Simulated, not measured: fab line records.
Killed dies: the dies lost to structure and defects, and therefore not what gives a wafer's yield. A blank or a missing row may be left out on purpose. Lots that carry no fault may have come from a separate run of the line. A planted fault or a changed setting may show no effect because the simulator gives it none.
Which of the tools did it? + flow gf180mcu + 29 wafers from 10 lots sampled at 6 of the route's 602 steps

## WHAT THE GAUGES READ, wafer by wafer
GF_V4_RS_MEAS_24: uses a four-point probe to measure.
| lot  | measured     | on           | V4_W_RS (ohm/sq)        |
|------|--------------|--------------|-------------------------|
| L292 | day 24 17:58 | filmMetro-03 | 0.323 0.321 0.322       |
| L293 | day 25 02:56 | filmMetro-04 | 0.323 0.322 0.326       |
| L297 | day 26 09:43 | filmMetro-04 | 0.319 0.324 0.323       |
| L301 | day 27 16:39 | filmMetro-01 | 0.326 0.329 0.326 0.329 |
| L309 | day 30 09:10 | filmMetro-04 | 0.326 0.325 0.324       |
| L310 | day 30 19:31 | filmMetro-01 | 0.330 0.331 0.330       |
| L311 | day 30 21:02 | filmMetro-04 | 0.340 0.334 0.341       |
| L312 | day 31 04:49 | filmMetro-03 | 0.328 0.331 0.330       |
| L313 | day 31 07:57 | filmMetro-04 | 0.326 0.328 0.329       |
| L314 | day 31 14:59 | filmMetro-03 | 0.331 0.330 0.327       |

## WHAT TOOL EACH LOT RAN ON (gives the tool, then ch and the chambers of the sampled wafers, and finally the start)
| lot  | GF_V2_SPUTTER_22            | GF_V2_CVD_23                 | GF_M3_METAL_ETCH_16              | GF_M3_STRIP_17                      | GF_V3_ETCH_16                     |
|------|-----------------------------|------------------------------|----------------------------------|-------------------------------------|-----------------------------------|
| L292 | pvdSputter-04, day 20 15:47 | cvdW-01 ch 0,1, day 20 15:52 | rieMetal-01 ch 0,1, day 21 16:30 | plasmaAsher-04 ch 0,1, day 21 16:37 | rieDiel-02 ch 0,3, day 22 16:48   |
| L293 | pvdSputter-03, day 21 02:08 | cvdW-02 ch 0,1, day 21 02:11 | rieMetal-01 ch 0,1, day 22 02:59 | plasmaAsher-04 ch 0,1, day 22 03:07 | rieDiel-03 ch 1,2,3, day 23 03:55 |
| L297 | pvdSputter-01, day 22 13:28 | cvdW-02 ch 0,1, day 22 13:33 | rieMetal-01 ch 0,1, day 23 12:25 | plasmaAsher-04 ch 0,1, day 23 12:32 | rieDiel-03 ch 0,2, day 24 11:44   |
| L301 | pvdSputter-03, day 23 21:31 | cvdW-02 ch 0,1, day 23 21:34 | rieMetal-03 ch 0,1, day 24 20:26 | plasmaAsher-02 ch 0,1, day 24 20:34 | rieDiel-02 ch 0, day 25 19:25     |
| L309 | pvdSputter-04, day 26 20:15 | cvdW-01 ch 0,1, day 26 20:17 | rieMetal-04 ch 0,1, day 27 17:46 | plasmaAsher-03 ch 0,1, day 27 17:53 | rieDiel-02 ch 0,1,2, day 28 15:28 |
| L310 | pvdSputter-03, day 27 09:28 | cvdW-02 ch 1, day 27 09:31   | rieMetal-01 ch 0,1, day 28 06:16 | plasmaAsher-04 ch 0,1, day 28 06:24 | rieDiel-02 ch 0,1,3, day 29 02:24 |
| L311 | pvdSputter-03, day 27 11:48 | cvdW-02 ch 0, day 27 11:50   | rieMetal-03 ch 0,1, day 28 08:17 | plasmaAsher-04 ch 0,1, day 28 08:25 | rieDiel-04 ch 1,3, day 29 04:58   |
| L312 | pvdSputter-04, day 27 18:19 | cvdW-02 ch 0,1, day 27 18:22 | rieMetal-04 ch 0,1, day 28 15:21 | plasmaAsher-03 ch 0,1, day 28 15:29 | rieDiel-04 ch 0,1,2, day 29 11:34 |
| L313 | pvdSputter-03, day 27 22:04 | cvdW-01 ch 0,1, day 27 22:09 | rieMetal-03 ch 0,1, day 28 18:11 | plasmaAsher-03 ch 0,1, day 28 18:18 | rieDiel-04 ch 0,1,3, day 29 15:23 |
| L314 | pvdSputter-01, day 28 08:10 | cvdW-02 ch 0,1, day 28 08:12 | rieMetal-03 ch 0,1, day 29 03:59 | plasmaAsher-02 ch 0,1, day 29 04:07 | rieDiel-04 ch 0,2,3, day 30 00:16 |
- GF_V2_SPUTTER_22: material TiN, target thk 10 nm, time 40 s.
- GF_V2_CVD_23: deposits W, target thk 350 nm, time 104.94 s.
- GF_M3_METAL_ETCH_16: etches the open film in Cl2/BCl3, stops on SiO2, target depth 750.8 nm, time 125.1 s.
- GF_M3_STRIP_17: strips in O2/N2.
- GF_V3_ETCH_16: etches BARC in N2/H2.

## THE ANSWER, worked out from the rows above alone
Rule: usual is defined by the lots themselves. The widest of any qualifying gaps counts: lots, ordered by their means at a reading, are off when they make up no more than a third of the lots, leave a main group of 4 or more, and stand apart from it by 3 or more times the standard deviation of that group's means. A main group is skipped when, at the precision printed for the reading in the tables above, its means are all equal. Also off: a lot with no number at a reading for which 4 or more lots have one. The other lots that the step has rows for count as sound.
Nothing can be told from this: no lot is off at any reading shown.

## WHAT THE SIMULATOR PUT IN
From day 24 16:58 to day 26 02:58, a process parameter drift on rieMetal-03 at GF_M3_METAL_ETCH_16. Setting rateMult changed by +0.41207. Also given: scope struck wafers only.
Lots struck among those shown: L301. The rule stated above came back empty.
